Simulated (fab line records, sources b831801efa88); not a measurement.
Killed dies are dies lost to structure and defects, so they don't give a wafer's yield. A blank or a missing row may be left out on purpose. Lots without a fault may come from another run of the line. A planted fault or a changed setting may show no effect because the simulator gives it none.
Which tool did it? | flow gf180mcu | 14 lots, 38 wafers sampled, at 2 steps of a route of 602

WHAT THE GAUGES READ, wafer by wafer
GF_STI_THK_MEAS_04. Usual: STI_CVD_03_THK 206.1 nm, standard deviation 2.1.
lot  | measured    | on            | STI_CVD_03_THK (nm) | flag
L117 | day 1 18:34 | film_metro-01 | 205.9 206.3 207.0   |
L118 | day 1 23:34 | film_metro-02 | 203.0 201.9 203.6   |
L119 | day 2 04:59 | film_metro-01 | 204.6 206.9 206.5   |
L120 | day 2 10:01 | film_metro-02 | 205.5 206.8         |
L121 | day 2 14:34 | film_metro-02 | 204.3 205.5 203.8   |
L122 | day 2 19:34 | film_metro-02 | 205.1 206.7 206.7   |
L126 | day 3 16:29 | film_metro-02 | 205.9 205.3 205.1   |
L132 | day 4 21:43 | film_metro-01 | 202.9 206.5         |
L133 | day 5 05:27 | film_metro-04 | 207.0 207.1 207.4   |
L134 | day 5 08:09 | film_metro-02 | 205.9 207.3         |
L135 | day 5 12:34 | film_metro-02 | 208.0 208.5 208.8   |
L137 | day 5 22:34 | film_metro-02 | 210.9 209.1 210.9   |
L138 | day 6 03:34 | film_metro-01 | 206.8 206.9         |
L139 | day 6 09:34 | film_metro-04 | 211.1 210.6 209.8   |

GF_STI_THK_MEAS_22. Usual: STI_OXIDATION_01_THK 15.02 nm, standard deviation 0.25.
lot  | measured    | on            | STI_OXIDATION_01_THK (nm) | flag
L117 | day 2 08:55 | film_metro-02 | 15.22 15.41 15.43         |
L118 | day 2 12:38 | film_metro-01 | 14.79 14.92 14.75         |
L119 | day 2 18:53 | film_metro-04 | 15.02 14.80 14.80         |
L120 | day 2 23:58 | film_metro-02 | 14.55 14.77               |
L121 | day 3 04:36 | film_metro-01 | 14.87 14.78 15.18         |
L122 | day 3 10:53 | film_metro-02 | 14.90 15.00 14.87         |
L126 | day 4 09:52 | film_metro-01 | 15.19 15.19 15.23         |
L132 | day 5 13:17 | film_metro-02 | 15.08 14.87               |
L133 | day 5 21:32 | film_metro-02 | 14.96 15.10 15.20         |
L134 | day 6 01:02 | film_metro-02 | 15.18 15.16               |
L135 | day 6 04:22 | film_metro-02 | 14.98 14.99 14.96         |
L137 | day 6 16:00 | film_metro-02 | 14.88 14.97 14.70         |
L138 | day 6 20:20 | film_metro-04 | 15.29 15.28               |
L139 | day 7 02:19 | film_metro-04 | 15.17 15.35 15.21         |

WHICH TOOL RAN EACH LOT (tool, then ch and the chambers of the sampled wafers, then the start)
The record holds no process step before these readings.

WHAT THE TOOLS THEMSELVES READ (means of the sampled wafers that have a number; where no wafer has one, the mark that the record gives instead)
The record holds no such reading with a usual standard deviation.

THE ANSWER, worked out from the rows above alone
Rule: a lot is off if the mean of its wafers that have a number lies more than 3 standard deviations from the usual mean. A lot without any number at a reading at which 4 lots or more have one is off too. The other lots that the step has rows for count as sound. The gauges are gone through in route order, then the tools' own readings, and for those a lot's mean is taken as printed above. The first step at which some lot is off is used, and at that step the reading that is off furthest; a lot without a number counts as furthest.
No lot is off at any reading shown: from this, nothing can be told.

WHAT THE SIMULATOR HAD PUT IN
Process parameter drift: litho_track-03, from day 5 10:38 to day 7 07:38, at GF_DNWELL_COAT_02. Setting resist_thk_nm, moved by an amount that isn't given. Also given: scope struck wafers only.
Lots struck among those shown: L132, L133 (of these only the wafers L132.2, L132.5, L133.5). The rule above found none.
